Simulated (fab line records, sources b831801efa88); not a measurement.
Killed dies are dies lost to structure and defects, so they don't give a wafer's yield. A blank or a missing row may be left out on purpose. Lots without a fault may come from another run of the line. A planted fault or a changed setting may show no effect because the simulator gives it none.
Which tool did it? | flow gf180mcu | 7 lots, 21 wafers sampled, at 1 step of a route of 602

WHAT THE GAUGES READ, wafer by wafer
GF_V5_CD_MEAS_14: target cd 260 nm.
lot  | measured     | on        | cd_nm (nm)
L401 | day 27 04:17 | cd_sem-02 | 260.7 260.5 260.2
L405 | day 28 15:20 | cd_sem-02 | 261.7 262.7 261.6
L409 | day 30 12:13 | cd_sem-01 | 260.6 259.3 259.5
L411 | day 31 00:58 | cd_sem-01 | 262.2 261.6 260.4
L416 | day 31 23:44 | cd_sem-02 | 259.0 258.3 259.1
L417 | day 32 12:56 | cd_sem-01 | 260.9 261.2 260.2
L422 | day 33 09:47 | cd_sem-01 | 260.8 261.4 261.3

WHICH TOOL RAN EACH LOT (tool, then ch and the chambers of the sampled wafers, then the start)
The record holds no process step before these readings.

THE ANSWER, worked out from the rows above alone
Rule: what is usual is taken from the lots themselves. Put in order of their means at a reading, lots are off if they are a third of the lots or fewer, leave a main group of 4 or more, and stand apart from it by a gap of 3 or more times the standard deviation of the main group's means; of several such gaps the widest counts. A main group whose means are all the same, to the digits that the tables above print for the reading, isn't used. A lot without any number at a reading at which 4 lots or more have one is off too. The other lots that the step has rows for count as sound.
No lot is off at any reading shown: from this, nothing can be told.

WHAT THE SIMULATOR HAD PUT IN
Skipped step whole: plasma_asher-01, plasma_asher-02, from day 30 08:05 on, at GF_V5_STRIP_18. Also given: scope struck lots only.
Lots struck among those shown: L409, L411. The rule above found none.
